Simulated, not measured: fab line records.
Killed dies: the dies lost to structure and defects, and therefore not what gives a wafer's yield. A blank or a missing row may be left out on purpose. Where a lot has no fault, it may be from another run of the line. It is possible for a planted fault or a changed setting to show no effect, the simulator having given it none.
Split-lot trial    flow sfq line    on a route of 325 steps: 5 lots, 23 wafers read

## SPLIT DETAILS
At SFQ_TRILAYER_I5_ETCH_VIA_ETCH_147 (etches the open film in CHF3, stops on Nb, target depth 360 nm), the setting source w was moved away from the recipe's 500 W on 6 of the 23 wafers read, by -10.5% to +8.7%. This setting was run at the recipe's value on the other wafers.

The reading comes from the split's own step.

## THE READING
I5.feature depth nm (the simulator's own value, which no gauge read), in nm, at SFQ_TRILAYER_I5_ETCH_VIA_ETCH_147 (etches the open film in CHF3, stops on Nb, target depth 360 nm). There is no usual value for it anywhere in the file. The 17 wafers here that ran the recipe average 357.8 nm, standard deviation 3.2 nm.

wafer   tool, chamber at the split  source w as run, W  against the recipe  I5.feature depth nm, nm  against lot-mates on the recipe
L075.1  rie diel-02, 3              515.4               +3.1%               359.6                    -0.4
L075.2  rie diel-02, 0,1,1          500                 recipe              360                      -
L075.4  rie diel-02, 0,1,1          500                 recipe              360                      -
L075.5  rie diel-02, 0,1,1          500                 recipe              360                      -
L075.3  rie diel-02, 2              515.4               +3.1%               360                      +0.0
L076.1  rie diel-03, 2              500                 recipe              351.9                    -
L076.2  rie diel-03, 1,0            543.5               +8.7%               360                      +6.6
L076.5  rie diel-03, 1,0            543.5               +8.7%               360                      +6.6
L076.4  rie diel-03, 1              500                 recipe              353.1                    -
L076.6  rie diel-03, 2              500                 recipe              355.3                    -
L077.1  rie diel-02, 3,2,0,1,0      500                 recipe              360                      -
L077.2  rie diel-02, 3,2,0,1,0      500                 recipe              360                      -
L077.3  rie diel-02, 3,2,0,1,0      500                 recipe              360                      -
L077.4  rie diel-02, 3,2,0,1,0      500                 recipe              360                      -
L077.5  rie diel-02, 3,2,0,1,0      500                 recipe              360                      -
L082.2  rie diel-03, 3              500                 recipe              351.5                    -
L082.3  rie diel-03, 2              447.5               -10.5%              344.1                    -9.8
L082.4  rie diel-03, 1              500                 recipe              355                      -
L082.5  rie diel-03, 1              500                 recipe              355.3                    -
L082.6  rie diel-03, 2              447.5               -10.5%              342.5                    -11.4
L083.2  rie diel-02, 2,0,0          500                 recipe              360                      -
L083.3  rie diel-02, 2,0,0          500                 recipe              360                      -
L083.6  rie diel-02, 2,0,0          500                 recipe              360                      -
The file does not say which wafer passed through which chamber wherever a row lists several chambers: such a row stands for several wafers.

THE FIT
A straight line over all 23 wafers: I5.feature depth nm changes by +0.915 nm for each +1% of source w; r = +0.74; the points scatter about the line by 3.5 nm.
The same after taking each lot's own level away (the mean of its wafers on the recipe; 23 wafers): +0.864 nm for each +1%; r = +0.95; scatter 1.3 nm.
That fit puts the effect of the largest move of source w on the reading at 9.1 nm.
From 353.43 to 360.00 nm: that is the span of the lots' own levels, equal to 2.1 times the standard deviation above.
So the lot-to-lot level blurs the effect unless lot-mates are compared.
Check: for one of the wafers moved furthest among these (-10.5%), held out of the fit, the line's prediction against its lot-mates is -9.39 nm. It came out at -9.83 nm against them.

## OTHER SPLITS APPLIED TO THESE WAFERS
Note: prior to the reading, these wafers also went through further splits. Each is held against what the fit with the lots' levels taken away leaves over:
other split on the same wafers                wafers away from the commonest value  r with I5.feature depth nm (lot level and that fit taken away)
SFQ_TRILAYER_JJ_CE_BARC_OPEN_RIE_150 bias w   7                                     +0.21
SFQ_TRILAYER_M5_LITHO_COAT_128 resist thk nm  9                                     +0.08
SFQ_TRILAYER_R5_LITHO_COAT_136 resist thk nm  9                                     +0.01
SFQ_TRILAYER_I5_LITHO_COAT_144 spin rpm       9                                     +0.01

## FILE'S OWN FIT
I5.feature depth nm changes by +0.861 nm for each +1% of source w, r = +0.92.
